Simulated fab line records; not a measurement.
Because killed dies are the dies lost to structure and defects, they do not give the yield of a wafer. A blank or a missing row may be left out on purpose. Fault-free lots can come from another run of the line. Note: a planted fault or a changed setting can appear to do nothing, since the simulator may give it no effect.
A lot that was struck, set against a sound lot :: flow gf180mcu :: 14 out of 602 route steps
Sound: wafers L822.2, L822.4, L822.6. Struck: wafers L813.1, L813.3, L813.4. Last of all comes the cause.
Each step with rows lists, per side, the tool, then ch with its chambers, then its first start. Under that, the readings that differ: sound wafers :: struck wafers :: difference of the means :: sigmas: that difference in standard deviations of wafers without a fault.
alike: readings with means less than 2 such deviations apart, plus words and numbers identical on both sides. not compared: withheld readings, readings lacking a value on some wafer, bounds such as >300 that could conceal the same value, and numbers that have no deviation in the record and whose values overlap.
The two part at a step that has a row with sigmas, a row that says differs or no value, or rows on one side only. Non-overlapping numbers with no deviation appear without sigmas and do not part them. A reading missing from all wafers of one side parts the sides only when that side holds two or more wafers.

GF_V1_CMP_26: polishes, stops on SiO2, t overpolish 15 s, target thk 0 nm.
  sound on cmp-02 ch 0,1,2, day 24 17:16; struck on cmp-01 ch 0,1,2, day 21 21:35
reading: overpolish run s (s)
sound: 14.983 14.995 14.994
struck: 15.013 15.011 15.008
difference: +0.020
sigmas: +2
  alike: motor current A, time to endpoint s
GF_M2_SPUTTER_00: material Ti, target thk 37.5 nm, time 150 s.
  sound on pvd sputter-01 at day 24 17:28; struck on pvd sputter-01 at day 21 21:53
  alike: cathode dc power W, throttle valve pct
GF_M2_SPUTTER_01: material TiN, target thk 30 nm, time 25 s.
  sound on pvd sputter-01 at day 24 17:34; struck on pvd sputter-01 at day 21 22:00
reading: cathode dc power W (W)
sound: 6498.9 6499.9 6497.2
struck: 6500.7 6502.7 6502.1
difference: +3.2
sigmas: +2
  alike: throttle valve pct
GF_M2_SPUTTER_02: material AlCu, target thk 450 nm, time 23.9 s.
  sound on pvd sputter-01 at day 24 17:36; struck on pvd sputter-01 at day 21 22:02
  alike: cathode dc power W, throttle valve pct
then, 1 step without rows for these wafers: GF_M2_SPUTTER_03 (material Ti, target thk 10 nm, time 6.7 s).
GF_M2_SPUTTER_04: material TiN, target thk 50 nm, time 41.7 s.
  sound on pvd sputter-01 at day 24 17:39; struck on pvd sputter-01 at day 21 22:05
  alike: cathode dc power W, throttle valve pct
GF_M2_RS_MEAS_05: measures by four-point-probe.
  sound on film metro-03 at day 24 17:43; struck on film metro-02 at day 21 22:08
  alike: M2_ALCU_RS
GF_M2_THK_MEAS_06: measures by xrf.
  sound on film metro-03 at day 24 17:49; struck on film metro-02 at day 21 22:15
  alike: M2_ALCU_THK
then, 4 steps without rows for these wafers: GF_M2_DEHYDRATE_07 (time 60 s); GF_M2_HMDS_08 (prime time 60 s); GF_M2_COAT_09 (resist thk 1000 nm); GF_M2_SOFTBAKE_10 (time 60 s).
GF_M2_EXPOSE_11: exposes mask Metal2, target cd 280 nm.
  sound on krf scanner-01 ch 0, day 25 03:55; struck on krf scanner-02, day 22 09:32
  no value came back on the struck wafers for exposure dose mJ cm2, focus offset nm (nm), reticle temp C (C), stage vel mm s (mm/s); on the sound wafers exposure dose mJ cm2 reads 27.957 27.949 28.029
  alike: mask
then, 1 step without rows for these wafers: GF_M2_PEB_12 (peb time 90 s).

WHERE THEY PART
First at GF_V1_CMP_26; last, within this record, at GF_M2_EXPOSE_11.

WHY: whatever the simulator had introduced
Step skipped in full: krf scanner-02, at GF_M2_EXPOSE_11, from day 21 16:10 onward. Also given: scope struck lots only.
